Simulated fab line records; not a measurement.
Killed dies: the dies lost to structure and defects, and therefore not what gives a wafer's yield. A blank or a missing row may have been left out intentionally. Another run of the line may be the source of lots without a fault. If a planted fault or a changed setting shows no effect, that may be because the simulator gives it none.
Struck lot and sound lot, side by side / flow sfq line / 15 out of 325 route steps
Sound: these wafers, L910.3, L910.4, L910.5. Struck: wafer L917.4; the same lot's L917.3 was not struck, so it is left out; see the end for the cause.
For every step that has rows: the tool of each side, followed by ch and its chambers, followed by its first start. Under that, the readings that differ: sound wafers / struck wafers / difference of the means / sigmas: that difference in standard deviations of wafers without a fault.
alike: words and numbers the same on both sides, and readings whose means are apart by under 2 such deviations; not compared: readings that were withheld, readings missing a value for some wafer, numbers with overlapping values and no deviation given by the record, and bounds like >300 which may hide the same value.
Wherever a step has rows on one side only, a row that says differs or no value, or a row with sigmas, the two part there. When numbers do not overlap yet have no deviation, they are printed without sigmas and do not part them. A reading missing from all wafers of one side parts the sides only when that side holds two or more wafers.

first, 1 step without rows for these wafers: SFQ_TRILAYER_M3_STRIP_SOLV_CLEAN_080 (cleans in NMP, time 600 s).
SFQ_TRILAYER_I3_DEP_PECVD_081: deposits SiO2 from SiH4/N2O, time 111.11 s, target thk 500 nm.
  sound on pecvd-02 ch 1,2, day 38 20:02; struck on pecvd-04 ch 1, day 41 16:01
reading=chamber pressure Torr (Torr); sound=2.401 2.415 2.411; struck=2.395; difference=-0.014; sigmas=-3
  alike: heater power w, throttle valve pct
SFQ_TRILAYER_I3_CMP_CMP_082: polishes SiO2.
  sound on cmp-02 ch 0,1,2, day 40 01:05; struck on cmp-01 ch 3, day 42 03:04
reading=motor current A (A); sound=8.9 8.1 9.8; struck=10.6; difference=+1.7; sigmas=+2
reading=slurry filter dp kPa (kPa); sound=13.40 13.80 13.72; struck=13.26; difference=-0.38; sigmas=-3
  alike: slurry flow ml min, time to endpoint s
SFQ_I3_BOW_MEAS_922:
  sound on film metro-04, day 40 03:38; struck on film metro-01, day 42 04:36
reading=I3_BOW (um); sound=11 12 4; struck=-11; difference=-20; sigmas=-2
SFQ_TRILAYER_I3_METRO_MEASURE_083:
  sound on film metro-04, day 40 04:07; struck on film metro-01, day 42 05:05
  alike: thk nm
then, 6 steps without rows for these wafers: SFQ_TRILAYER_I3_VIA_LITHO_COAT_090 (resist thk 62 nm); SFQ_TRILAYER_I3_VIA_LITHO_COAT_085 (resist thk 650 nm); SFQ_TRILAYER_I3_VIA_LITHO_SOFTBAKE_089; SFQ_TRILAYER_I3_VIA_LITHO_EXPOSE_086 (exposes mask I3, target cd 500 nm); SFQ_TRILAYER_I3_VIA_LITHO_PEB_088 (peb time 60 s); SFQ_TRILAYER_I3_VIA_LITHO_DEVELOP_087 (time 60 s).
-- the record jumps here: 6 days lie between the struck wafers' starts before and after --
SFQ_I3_OVL_MEAS_923:
  sound on overlay-02, day 45 12:35; struck on overlay-02, day 48 04:15
  alike: I3_OVL
SFQ_TRILAYER_I3_VIA_BARC_OPEN_VIA_ETCH_121: etches BARC in O2, target depth 125 nm, time 41.7 s.
  sound on rie diel-03 ch 0,2,3, day 45 12:37; struck on rie diel-03 ch 1, day 48 04:16
reading=drypump motor current A (A); sound=5.7 5.3 5.2; struck=6.8; difference=+1.4; sigmas=+3
reading=model.KrF_of_TRILAYER_I3_VIA_LITHO_COAT_085.thk nm (nm); sound=572.1 571.2 571; struck=583.8; difference=+12.4; sigmas=
  alike: oes product au
  not compared: rf hours counter h
SFQ_TRILAYER_I3_VIA_ETCH_VIA_ETCH_088: etches SiO2 in CHF3, stops on Nb, target depth 260 nm.
  sound on rie diel-03 ch 0,2,3, day 45 12:39; struck on rie diel-03 ch 1, day 48 04:19
reading=drypump motor current A (A); sound=5.7 5.3 5.2; struck=6.7; difference=+1.3; sigmas=+3
reading=model.KrF_of_TRILAYER_I3_VIA_LITHO_COAT_085.thk nm (nm); sound=527.6 526.2 524.7; struck=539.4; difference=+13.2; sigmas=
  alike: oes product au
SFQ_TRILAYER_I3_VIA_STRIP_STRIP_089: strips in O2.
  sound on rie metal-03 ch 0,1, day 45 12:58; struck on rie metal-03 ch 0, day 48 04:37
  alike: drypump motor current A, oes product au
  not compared: rf hours counter h

## WHERE THEY PART
First at SFQ_TRILAYER_I3_DEP_PECVD_081; last, within this record, at SFQ_TRILAYER_I3_VIA_ETCH_VIA_ETCH_088. Later steps at which nothing parts them and some readings are alike: SFQ_TRILAYER_I3_VIA_STRIP_STRIP_089.

WHY: what had been put in by the simulator
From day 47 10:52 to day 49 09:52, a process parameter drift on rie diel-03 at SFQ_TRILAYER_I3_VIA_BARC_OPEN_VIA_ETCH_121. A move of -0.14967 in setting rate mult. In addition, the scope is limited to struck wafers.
